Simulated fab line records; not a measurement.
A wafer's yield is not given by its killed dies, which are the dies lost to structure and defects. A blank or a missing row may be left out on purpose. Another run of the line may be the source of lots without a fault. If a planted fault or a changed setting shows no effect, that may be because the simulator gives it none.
fab line records -- flow sfq_line
[record] lots = 13, wafers = 39, last_day = 83
route steps=325 shown I3@144 I5@232 M6@253
lots with no fault: from the same line, run without faults
start_h: start of the lot's first displayed wafer, in hours after the record's first day -- wait_h: hours elapsed since this lot's preceding step -- " unchanged from the row above -- L1.1+2: several wafers, shown together as one row -- - either no value or no given start -- * or withheld: withheld -- < > ~ a bound
route shown NAME@n: NAME is a module with steps in the file, n the number in the route of the first one -- usual: average and standard deviation across the fault-free wafers -- same: alike in all rows -- chamber/n: place in a boat -- sites: each site's reading -- _std_site: their standard deviation -- _edge_site: outer sites' mean less inner sites' -- radius_mm: for every site, how far away it sits from the centre of the wafer -- mask NAME#n: copy n -- behind: the tool/chamber that last shaped the wafer -- hold: what put the lot on hold/how long, in hours/how the hold closed -- device: which transistor (n, p or np) failed to switch -- end of line: tests run on the same wafers once the route is complete -- a step without rows: its recipe alone -- killed: dies lost to structure and defects at the first sort, not the wafer's yield -- map: the dies of a wafer, with x for killed, . for not killed, _ for no die there
set.NAME: the run value of the setting; set.NAME@STEP: its run value at that earlier step -- model.NAME: the simulator's own value behind a step, which no gauge read
steps of the route over a sample of lots; a table a step, a row a wafer
services: from which hour (start_h, from the record's first day; less than 0 if before it) a tool's chamber was out of use, for how many hours, and why
[[steps]]
[step SFQ_TRILAYER_I3_VIA_BARC_OPEN_VIA_ETCH_121]
[recipe] mask_material = PR, chemistry = O2, target_depth_nm = 125, target = BARC, source_w = 500, bias_w = 80, pressure_mtorr = 30, time_s = 41.7
[usual] drypump_motor_current_A = 5.7/0.44, oes_product_au = 0.685/0.0049
[same] time_s = 41.7
lot.wafer,tool,chamber,start_h,wait_h,drypump_motor_current_A,oes_product_au,rf_hours_counter_h
L106.1,rie_diel-04,1,1028.14,0.0,6.2,0.684,12
L106.2,rie_diel-04,0,1028.14,0.0,6.0,0.680,12
L106.6,rie_diel-04,1,1028.14,0.0,6.2,0.682,-
L107.2,rie_diel-03,0,1033.06,0.0,5.8,0.685,10
L107.3,rie_diel-03,1,1033.06,0.0,6.0,0.682,4
L107.4,rie_diel-03,3,1033.06,0.0,5.9,0.680,2
L108.3,rie_diel-04,3,1036.06,0.0,6.3,0.683,18
L108.5,rie_diel-04,2,1036.06,0.0,5.0,0.688,-
L108.6,rie_diel-04,3,1036.06,0.0,6.3,0.688,-
L109.2,rie_diel-03,3,1057.89,0.0,5.9,0.687,3
L109.3,rie_diel-03,2,1057.89,0.0,5.7,0.676,3
L109.5,rie_diel-03,2,1057.89,0.0,5.7,0.690,-
L110.2,rie_diel-04,1,1221.70,0.0,6.2,0.695,14
L110.4,rie_diel-04,3,1221.70,0.0,6.2,0.679,1
L110.6,rie_diel-04,0,1221.70,0.0,6.0,0.682,-
L111.4,rie_diel-03,1,1222.92,0.0,6.0,0.686,-
L111.5,rie_diel-03,0,1222.92,0.0,5.8,0.686,-
L111.6,rie_diel-03,2,1222.92,0.0,5.7,0.688,-
L112.2,rie_diel-01,2,1224.10,0.0,5.1,0.687,8
L112.3,rie_diel-01,1,1224.10,0.0,5.1,0.680,11
L112.6,rie_diel-01,0,1224.10,0.0,5.8,0.679,-
L113.1,rie_diel-04,2,1225.30,0.0,5.0,0.691,14
L113.2,rie_diel-04,3,1225.30,0.0,6.3,0.692,1
L113.5,rie_diel-04,1,1225.30,0.0,6.2,0.689,-
L114.1,rie_diel-04,2,1228.91,0.0,5.1,0.690,14
L114.3,rie_diel-04,3,1228.91,0.0,6.3,0.690,1
L114.4,rie_diel-04,1,1228.91,0.0,6.2,0.689,15
L117.3,rie_diel-01,1,1263.71,0.0,5.1,0.689,12
L117.5,rie_diel-01,1,1263.71,0.0,5.1,0.679,-
L117.6,rie_diel-01,2,1263.71,0.0,5.1,0.677,-
L118.1,rie_diel-04,3,1266.11,0.0,6.3,0.672,2
L118.4,rie_diel-04,3,1266.11,0.0,6.3,0.689,-
L118.6,rie_diel-04,2,1266.11,0.0,5.0,0.683,-
L119.1,rie_diel-03,1,1267.31,0.0,6.0,0.688,8
L119.2,rie_diel-03,0,1267.31,0.0,5.8,0.691,14
L119.6,rie_diel-03,1,1267.31,0.0,6.0,0.692,-
L120.2,rie_diel-03,2,1272.11,0.0,5.7,0.683,7
L120.5,rie_diel-03,0,1272.11,0.0,5.8,0.683,-
L120.6,rie_diel-03,1,1272.11,0.0,5.9,0.689,-
[step SFQ_TRILAYER_I5_LITHO_EXPOSE_145]
[recipe] mask_id = I5, na = 0.6, source_shape = conventional, sigma_outer = 0.65, target_cd_nm = 700, dose_mj = 21.3
lot.wafer,tool,chamber,start_h,wait_h,mask
L106.1+2+6,krf_scanner-02,0,1463.12,-,I5#0
L107.2+3+4,krf_scanner-02,0,1465.72,-,I5#0
L108.3+5+6,krf_scanner-02,0,1468.32,-,I5#0
L109.2+3+5,krf_scanner-01,0,1469.65,-,I5#0
L110.2+4+6,krf_scanner-01,0,1601.82,-,I5#0
L111.4+5+6,krf_scanner-01,0,1604.62,-,I5#0
L112.2+3+6,krf_scanner-01,0,1605.42,-,I5#0
L113.1+2+5,krf_scanner-01,0,1606.42,-,I5#0
L114.1+3+4,krf_scanner-02,0,1612.21,-,I5#0
L117.3+5+6,krf_scanner-02,0,1625.81,-,I5#0
L118.1+4+6,krf_scanner-02,0,1627.81,-,I5#0
L119.1+2+6,krf_scanner-02,0,1630.21,-,I5#0
L120.2+5+6,krf_scanner-02,0,1637.61,-,I5#0
[step SFQ_I5_OVL_MEAS_936]
[usual] I5_OVL = 4/6.5
lot.wafer,tool,chamber,start_h,wait_h,I5_OVL[nm]
L106.1,overlay-02,-,1464.62,0.1,14
L106.2,overlay-02,-,1464.62,0.1,4
L106.6,overlay-02,-,1464.62,0.1,3
L107.2,overlay-02,-,1467.02,0.1,-3
L107.3,overlay-02,-,1467.02,0.1,-1
L107.4,overlay-02,-,1467.02,0.1,-6
L108.3,overlay-02,-,1469.43,0.1,-8
L108.5,overlay-02,-,1469.43,0.1,-6
L108.6,overlay-02,-,1469.43,0.1,-9
L109.2,overlay-01,-,1470.95,0.1,9
L109.3,overlay-01,-,1470.95,0.1,10
L109.5,overlay-01,-,1470.95,0.1,11
L110.2,overlay-02,-,1603.12,0.1,1
L110.4,overlay-02,-,1603.12,0.1,2
L110.6,overlay-02,-,1603.12,0.1,-3
L111.4,overlay-02,-,1605.54,0.1,0
L111.5,overlay-02,-,1605.54,0.1,-6
L111.6,overlay-02,-,1605.54,0.1,0
L112.2,overlay-02,-,1606.72,0.1,4
L112.3,overlay-02,-,1606.72,0.1,0
L112.6,overlay-02,-,1606.72,0.1,4
L113.1,overlay-02,-,1607.92,0.1,-3
L113.2,overlay-02,-,1607.92,0.1,-6
L113.5,overlay-02,-,1607.92,0.1,2
L114.1,overlay-01,-,1613.77,0.1,5
L114.3,overlay-01,-,1613.77,0.1,3
L114.4,overlay-01,-,1613.77,0.1,9
L117.3,overlay-01,-,1626.93,0.1,147
L117.5,overlay-01,-,1626.93,0.1,151
L117.6,overlay-01,-,1626.93,0.1,147
L118.1,overlay-01,-,1629.31,0.1,137
L118.4,overlay-01,-,1629.31,0.1,142
L118.6,overlay-01,-,1629.31,0.1,135
L119.1,overlay-01,-,1631.71,0.1,133
L119.2,overlay-01,-,1631.71,0.1,135
L119.6,overlay-01,-,1631.71,0.1,137
L120.2,overlay-01,-,1638.92,0.1,131
L120.5,overlay-01,-,1638.92,0.1,133
L120.6,overlay-01,-,1638.92,0.1,139
[step SFQ_TRILAYER_I5_BARC_OPEN_VIA_ETCH_200]
[recipe] mask_material = PR, chemistry = O2, target_depth_nm = 125, target = BARC, source_w = 500, bias_w = 80, pressure_mtorr = 30, time_s = 41.7
[usual] drypump_motor_current_A = 5.6/0.34, oes_product_au = 0.684/0.0044
[same] time_s = 41.7
lot.wafer,tool,chamber,start_h,wait_h,drypump_motor_current_A,oes_product_au,rf_hours_counter_h
L106.1,rie_diel-02,3,1464.65,0.0,5.9,0.675,17
L106.2,rie_diel-02,1,1464.65,0.0,5.7,0.683,11
L106.6,rie_diel-02,1,1464.65,0.0,5.6,0.689,-
L107.2,rie_diel-01,3,1467.05,0.0,5.1,0.686,10
L107.3,rie_diel-01,1,1467.05,0.0,5.1,0.689,14
L107.4,rie_diel-01,0,1467.05,0.0,5.8,0.684,12
L108.3,rie_diel-02,2,1469.45,0.0,5.6,0.682,12
L108.5,rie_diel-02,3,1469.45,0.0,5.9,0.688,-
L108.6,rie_diel-02,0,1469.45,0.0,6.1,0.679,-
L109.2,rie_diel-02,3,1470.98,0.0,5.9,0.681,17
L109.3,rie_diel-02,0,1470.98,0.0,6.0,0.680,1
L109.5,rie_diel-02,3,1470.98,0.0,5.9,0.686,-
L110.2,rie_diel-01,3,1603.15,0.0,5.1,0.687,12
L110.4,rie_diel-01,1,1603.15,0.0,5.1,0.678,16
L110.6,rie_diel-01,0,1603.15,0.0,5.8,0.681,-
L111.4,rie_diel-01,1,1605.55,0.0,5.0,0.692,16
L111.5,rie_diel-01,3,1605.55,0.0,5.1,0.686,-
L111.6,rie_diel-01,0,1605.55,0.0,5.8,0.684,-
L112.2,rie_diel-03,1,1606.75,0.0,6.0,0.674,13
L112.3,rie_diel-03,2,1606.75,0.0,5.7,0.686,12
L112.6,rie_diel-03,1,1606.75,0.0,6.0,0.685,-
L113.1,rie_diel-02,2,1607.95,0.0,5.6,0.680,14
L113.2,rie_diel-02,3,1607.95,0.0,5.9,0.689,0
L113.5,rie_diel-02,2,1607.95,0.0,5.6,0.691,-
L114.1,rie_diel-01,0,1613.80,0.0,5.8,0.687,14
L114.3,rie_diel-01,2,1613.80,0.0,5.1,0.681,13
L114.4,rie_diel-01,3,1613.80,0.0,5.1,0.693,12
L117.3,rie_diel-03,2,1626.95,0.0,5.7,0.691,12
L117.5,rie_diel-03,3,1626.95,0.0,5.9,0.683,-
L117.6,rie_diel-03,1,1626.95,0.0,6.0,0.678,-
L118.1,rie_diel-01,1,1629.35,0.0,5.1,0.679,17
L118.4,rie_diel-01,3,1629.35,0.0,5.1,0.682,13
L118.6,rie_diel-01,1,1629.35,0.0,5.1,0.683,-
L119.1,rie_diel-02,2,1631.75,0.0,5.6,0.684,15
L119.2,rie_diel-02,1,1631.75,0.0,5.7,0.689,13
L119.6,rie_diel-02,2,1631.75,0.0,5.6,0.677,-
L120.2,rie_diel-01,0,1638.95,0.0,5.8,0.682,15
L120.5,rie_diel-01,2,1638.95,0.0,5.1,0.692,-
L120.6,rie_diel-01,1,1638.95,0.0,5.0,0.686,-
[step SFQ_M6_RS_MEAS_938]
[recipe] thk_meas_gauge = four-point-probe, reads = Nb_of_TRILAYER_M6_DEP_SPUTTER_157
[usual] M6_NB_RS = 0.893/0.011
lot.wafer,tool,chamber,start_h,wait_h,M6_NB_RS[ohm/sq]
L106.1,film_metro-04,-,1470.76,0.0,0.885
L106.2,film_metro-04,-,1470.76,0.0,0.879
L106.6,film_metro-04,-,1470.76,0.0,0.872
L107.2,film_metro-04,-,1474.38,0.1,0.889
L107.3,film_metro-04,-,1474.38,0.1,0.892
L107.4,film_metro-04,-,1474.38,0.1,0.900
L108.3,film_metro-04,-,1478.00,0.1,0.882
L108.5,film_metro-04,-,1478.00,0.1,0.894
L108.6,film_metro-04,-,1478.00,0.1,0.891
L109.2,film_metro-04,-,1480.38,0.1,0.892
L109.3,film_metro-04,-,1480.38,0.1,0.881
L109.5,film_metro-04,-,1480.38,0.1,0.885
L110.2,film_metro-03,-,1614.52,0.1,0.894
L110.4,film_metro-03,-,1614.52,0.1,0.910
L110.6,film_metro-03,-,1614.52,0.1,0.913
L111.4,film_metro-01,-,1616.96,0.1,0.891
L111.5,film_metro-01,-,1616.96,0.1,0.884
L111.6,film_metro-01,-,1616.96,0.1,0.886
L112.2,film_metro-03,-,1618.12,0.1,0.886
L112.3,film_metro-03,-,1618.12,0.1,0.873
L112.6,film_metro-03,-,1618.12,0.1,0.889
L113.1,film_metro-04,-,1619.30,0.0,0.893
L113.2,film_metro-04,-,1619.30,0.0,0.915
L113.5,film_metro-04,-,1619.30,0.0,0.916
L114.1,film_metro-04,-,1622.89,0.0,0.890
L114.3,film_metro-04,-,1622.89,0.0,0.879
L114.4,film_metro-04,-,1622.89,0.0,0.895
L117.3,film_metro-04,-,1634.93,0.1,0.904
L117.5,film_metro-04,-,1634.93,0.1,0.907
L117.6,film_metro-04,-,1634.93,0.1,0.909
L118.1,film_metro-04,-,1637.29,0.0,0.896
L118.4,film_metro-04,-,1637.29,0.0,0.899
L118.6,film_metro-04,-,1637.29,0.0,0.888
L119.1,film_metro-03,-,1639.69,0.0,0.905
L119.2,film_metro-03,-,1639.69,0.0,0.903
L119.6,film_metro-03,-,1639.69,0.0,0.909
L120.2,film_metro-04,-,1654.27,0.1,0.904
L120.5,film_metro-04,-,1654.27,0.1,0.897
L120.6,film_metro-04,-,1654.27,0.1,0.906
[[services]]
tool,chamber,start_h,hours,kind
krf_scanner-02,-,1011.82,0.8,pm
rie_diel-01,0,1022.58,1.6,repair
krf_scanner-02,-,1038.28,3.6,pm
krf_scanner-02,-,1052.93,1.3,pm
rie_diel-01,3,1063.14,4.2,repair
krf_scanner-02,-,1065.03,0.8,pm
rie_diel-01,3,1077.16,7.0,repair
rie_diel-01,0,1081.87,2.0,repair
rie_diel-01,0,1118.16,11.0,repair
krf_scanner-02,-,1127.43,6.2,repair
rie_diel-01,3,1129.88,4.0,repair
rie_diel-01,2,1145.11,10.0,repair
krf_scanner-02,-,1171.24,1.0,pm
krf_scanner-02,-,1204.64,4.0,pm
krf_scanner-02,-,1208.83,1.6,repair
krf_scanner-02,-,1225.26,0.2,repair
krf_scanner-02,-,1228.57,1.3,pm
rie_diel-01,3,1301.70,11.7,repair
krf_scanner-02,-,1341.09,1.0,pm
krf_scanner-02,-,1349.29,4.4,pm
rie_diel-01,3,1353.37,3.2,repair
krf_scanner-02,-,1402.87,0.8,pm
krf_scanner-02,-,1403.62,1.3,pm
rie_diel-01,1,1473.03,4.9,repair
[[key]]
[first_sign] step = SFQ_I5_OVL_MEAS_936, reading = I5_OVL, direction = up, sigmas = 21, usual = 4, struck = 139
effect none on later readings
met_at SFQ_TRILAYER_I5_LITHO_EXPOSE_145
struck_lots L117,L118,L119,L120
not_acting_at SFQ_TRILAYER_I3_VIA_BARC_OPEN_VIA_ETCH_121,SFQ_TRILAYER_I5_BARC_OPEN_VIA_ETCH_200,SFQ_M6_RS_MEAS_938
onset_between 1612.21 1625.81
also_fits time
[fault] kind = scanner_matching_overlay, tool = krf_scanner-02, chamber = -, onset_h = 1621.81, steps = SFQ_TRILAYER_I5_LITHO_EXPOSE_145, offset = 131.73
